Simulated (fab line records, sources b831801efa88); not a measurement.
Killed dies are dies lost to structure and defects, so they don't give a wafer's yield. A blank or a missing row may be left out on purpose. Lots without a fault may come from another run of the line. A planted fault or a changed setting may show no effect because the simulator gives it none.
Which tool did it? | flow sky130 | 10 lots, 30 wafers sampled, at 4 steps of a route of 708

WHAT THE GAUGES READ, wafer by wafer
SKY_METAL3_OVL_MEAS_14.
lot  | measured     | on         | METAL3_OVL (nm)
L377 | day 38 22:23 | overlay-01 | 0 -4 1
L385 | day 42 02:05 | overlay-02 | -12 -12 -9
L386 | day 42 10:09 | overlay-01 | -3 -1 -6
L387 | day 42 19:47 | overlay-02 | 6 5 -4
L393 | day 43 13:29 | overlay-02 | -5 -4 -11
L394 | day 44 10:11 | overlay-02 | -3 -5 -12
L395 | day 44 15:44 | overlay-02 | 4 6 4
L396 | day 44 17:26 | overlay-01 | 0 -2 9
L397 | day 44 17:47 | overlay-02 | -4 -3 -5
L398 | day 44 23:08 | overlay-01 | -6 -5 -4

WHICH TOOL RAN EACH LOT (tool, then ch and the chambers of the sampled wafers, then the start)
lot  | SKY_METAL2_SPUTTER_00        | SKY_METAL3_SPUTTER_01        | SKY_METAL3_SPUTTER_04
L377 | pvd_sputter-04, day 34 11:04 | pvd_sputter-01, day 36 18:40 | pvd_sputter-01, day 36 18:44
L385 | pvd_sputter-04, day 37 20:38 | pvd_sputter-02, day 40 02:09 | pvd_sputter-02, day 40 02:14
L386 | pvd_sputter-03, day 38 05:15 | pvd_sputter-02, day 40 10:19 | pvd_sputter-02, day 40 10:24
L387 | pvd_sputter-03, day 38 14:50 | pvd_sputter-02, day 40 19:52 | pvd_sputter-02, day 40 19:56
L393 | pvd_sputter-03, day 39 08:26 | pvd_sputter-01, day 41 12:58 | pvd_sputter-01, day 41 13:02
L394 | pvd_sputter-01, day 40 09:54 | pvd_sputter-02, day 42 12:02 | pvd_sputter-02, day 42 12:07
L395 | pvd_sputter-03, day 40 16:03 | pvd_sputter-02, day 42 18:01 | pvd_sputter-02, day 42 18:06
L396 | pvd_sputter-03, day 40 18:56 | pvd_sputter-02, day 42 20:16 | pvd_sputter-02, day 42 20:21
L397 | pvd_sputter-01, day 40 19:14 | pvd_sputter-01, day 42 20:37 | pvd_sputter-01, day 42 20:41
L398 | pvd_sputter-03, day 40 22:19 | pvd_sputter-02, day 43 01:13 | pvd_sputter-02, day 43 01:17
- SKY_METAL2_SPUTTER_00: material Ti, target thk 15 nm, time 10 s.
- SKY_METAL3_SPUTTER_01: material TiN, target thk 20 nm, time 16.7 s.
- SKY_METAL3_SPUTTER_04: material TiN, target thk 70 nm, time 58.3 s.

WHAT THE TOOLS THEMSELVES READ (means of the sampled wafers that have a number; where no wafer has one, the mark that the record gives instead)
SKY_METAL2_SPUTTER_00.
lot  | tool           | cathode_dc_power_W (W) | chamber_pressure_pa (Pa) | throttle_valve_pct (%)
L377 | pvd_sputter-04 | 3000.0                 | 0.3999                   | 30.4
L385 | pvd_sputter-04 | 2999.8                 | 0.3993                   | 29.4
L386 | pvd_sputter-03 | 2999.6                 | 0.3996                   | 29.5
L387 | pvd_sputter-03 | 2999.6                 | 0.4005                   | 29.8
L393 | pvd_sputter-03 | 3000.2                 | 0.4006                   | 29.1
L394 | pvd_sputter-01 | 2999.8                 | 0.3993                   | 29.0
L395 | pvd_sputter-03 | 3000.3                 | 0.4001                   | 29.4
L396 | pvd_sputter-03 | 2999.5                 | 0.4005                   | 29.6
L397 | pvd_sputter-01 | 2999.9                 | 0.4000                   | 28.9
L398 | pvd_sputter-03 | 3000.3                 | 0.4001                   | 29.9

SKY_METAL3_SPUTTER_01.
lot  | tool           | cathode_dc_power_W (W) | chamber_pressure_pa (Pa) | throttle_valve_pct (%)
L377 | pvd_sputter-01 | 6500.7                 | 0.4004                   | 29.0
L385 | pvd_sputter-02 | 6499.6                 | 0.4005                   | 29.2
L386 | pvd_sputter-02 | 6499.8                 | 0.4002                   | 29.4
L387 | pvd_sputter-02 | 6499.8                 | 0.3999                   | 30.0
L393 | pvd_sputter-01 | 6499.9                 | 0.3996                   | 29.0
L394 | pvd_sputter-02 | 6500.1                 | 0.4000                   | 28.7
L395 | pvd_sputter-02 | 6500.8                 | 0.4000                   | 29.1
L396 | pvd_sputter-02 | 6499.6                 | 0.3999                   | 29.7
L397 | pvd_sputter-01 | 6498.8                 | 0.4000                   | 29.6
L398 | pvd_sputter-02 | 6500.1                 | 0.4000                   | 28.4

SKY_METAL3_SPUTTER_04.
lot  | tool           | cathode_dc_power_W (W) | chamber_pressure_pa (Pa) | throttle_valve_pct (%)
L377 | pvd_sputter-01 | 6500.3                 | 0.4005                   | 28.9
L385 | pvd_sputter-02 | -                      | -                        | -
L386 | pvd_sputter-02 | -                      | -                        | -
L387 | pvd_sputter-02 | 6500.3                 | 0.3991                   | 29.7
L393 | pvd_sputter-01 | 6500.6                 | 0.3999                   | 28.9
L394 | pvd_sputter-02 | 6499.6                 | 0.4013                   | 28.8
L395 | pvd_sputter-02 | 6500.8                 | 0.4002                   | 28.9
L396 | pvd_sputter-02 | 6501.0                 | 0.4000                   | 29.9
L397 | pvd_sputter-01 | 6500.5                 | 0.4004                   | 29.6
L398 | pvd_sputter-02 | 6499.1                 | 0.3999                   | 28.6

THE ANSWER, worked out from the rows above alone
Rule: what is usual is taken from the lots themselves. Put in order of their means at a reading, lots are off if they are a third of the lots or fewer, leave a main group of 4 or more, and stand apart from it by a gap of 3 or more times the standard deviation of the main group's means; of several such gaps the widest counts. A main group whose means are all the same, to the digits that the tables above print for the reading, isn't used. A lot without any number at a reading at which 4 lots or more have one is off too. The other lots that the step has rows for count as sound. The gauges are gone through in route order, then the tools' own readings, and for those a lot's mean is taken as printed above. The first step at which some lot is off is used, and at that step the reading that is off furthest; a lot without a number counts as furthest.
Off: L385, L386, at SKY_METAL3_SPUTTER_04 (cathode_dc_power_W). Without a number there: L385, L386. The main group: mean 6500.3 W, standard deviation 0.59.
A tool fits if, at that step or a process step before it, it ran every lot that is off, and no sound lot after the first of them. None of those tried fits.

WHAT THE SIMULATOR HAD PUT IN
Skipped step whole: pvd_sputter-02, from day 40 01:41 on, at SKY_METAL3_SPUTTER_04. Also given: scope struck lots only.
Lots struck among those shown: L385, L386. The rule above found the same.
